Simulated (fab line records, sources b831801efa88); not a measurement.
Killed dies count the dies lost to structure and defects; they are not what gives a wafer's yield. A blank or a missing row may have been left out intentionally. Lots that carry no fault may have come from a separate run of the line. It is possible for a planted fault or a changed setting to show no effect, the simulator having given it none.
One fault seen from 2 desks / flow gf180mcu / only its own numbers are on each desk; what lay behind them is given at the end

== THE METROLOGY DESK ==
Lot by lot, what the gauges showed, no matter which tool ran the lot: averages of those sampled wafers that carry a number. If a lot's mean is further than 4 standard deviations from the usual mean, the lot is out of limits and carries the mark OUT (the distance appears in the brackets).
Columns: A = NSD_OVL at GF_NSD_OVL_MEAS_08, usual -0.7 nm; B = M2_ALCU_THK at GF_M2_THK_MEAS_06, usual 457 nm
lot=L107; first seen here=day 13 20:52; A=-0.1; B=451
lot=L108; first seen here=day 14 06:25; A=0.3; B=456
lot=L109; first seen here=day 14 13:42; A=0.3; B=453
lot=L110; first seen here=day 15 00:10; A=-1.3; B=453
lot=L112; first seen here=day 15 19:46; A=-1.0; B=460
lot=L114; first seen here=day 16 06:12; A=0.1; B=458
lot=L113; first seen here=day 16 09:22; A=-1.0; B=453
lot=L115; first seen here=day 17 04:00; A=0.4; B=462
lot=L116; first seen here=day 17 15:52; A=-0.5; B=457
lot=L125; first seen here=day 20 12:57; A=0.5; B=470
lot=L126; first seen here=day 20 14:24; A=-2.1; B=454
lot=L127; first seen here=day 20 19:58; A=1.1; B=459
lot=L128; first seen here=day 21 06:10; A=0.6; B=461
Result from this desk: across the 13 lots, nothing is out of limits.

== DESK OF THE TOOL OWNER: plasmaAsher-03 ==
The tool's own readings at GF_M1_STRIP_17 (strips in O2/N2): means of the sampled wafers that have a number, for each lot that ran on this tool. If a lot's mean is further than 4 standard deviations from the usual mean, the lot is out of limits and carries the mark OUT (the distance appears in the brackets).
Columns: A = chamberPressureMTorr at GF_M1_STRIP_17, usual 1500.0 mTorr; B = drypumpMotorCurrentA at GF_M1_STRIP_17, usual 5.6 A; C = heaterPowerW at GF_M1_STRIP_17, usual 333 W; D = oesProductAu at GF_M1_STRIP_17, usual 0.557 a.u.; E = stripTimeToEndpointS at GF_M1_STRIP_17, usual 7.86 s
lot=L107; first seen here=day 17 14:30; A=1500.0; B=5.7; C=363; D=0.556; E=7.87
lot=L108; first seen here=day 18 03:26; A=1498.6; B=5.6; C=360; D=0.561; E=7.91
lot=L109; first seen here=day 18 11:00; A=1500.2; B=5.6; C=359; D=0.557; E=7.89
lot=L114; first seen here=day 20 07:36; A=1500.6; B=5.8; C=348; D=0.565; E=7.85
lot=L113; first seen here=day 20 13:03; A=1500.0; B=5.8; C=342; D=0.557; E=7.85
lot=L115; first seen here=day 21 07:55; A=1800.3 (+99 or more) OUT; B=5.7; C=341; D=0.556; E=7.52 (-7.2) OUT
lot=L116; first seen here=day 21 18:55; A=1799.7 (+99 or more) OUT; B=5.8; C=345; D=0.566; E=7.60 (-5.6) OUT
This desk finds L115, L116 out of limits, L115 being first, at day 21 07:55 (chamberPressureMTorr at GF_M1_STRIP_17). L107, L108, L109, L114, L113: within limits.

== ALL TOGETHER ==
On L115, L116, at day 21 07:55, an alarm was possible from the tool owner's desk.
Nothing out of limits was seen by the metrology desk.
The metrology desk holds a record of L115, L116, inside its limits.
The lots listed all ran GF_M1_STRIP_17 on plasmaAsher-03.

== WHAT THE SIMULATOR PUT IN ==
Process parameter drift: plasmaAsher-03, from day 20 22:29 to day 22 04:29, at GF_M1_STRIP_17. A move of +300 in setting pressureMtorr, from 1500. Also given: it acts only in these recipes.
Shown lots that were struck: L115, L116.
Each desk's first reading out of limits, in hours after the fault started: the tool owner's desk, 9.
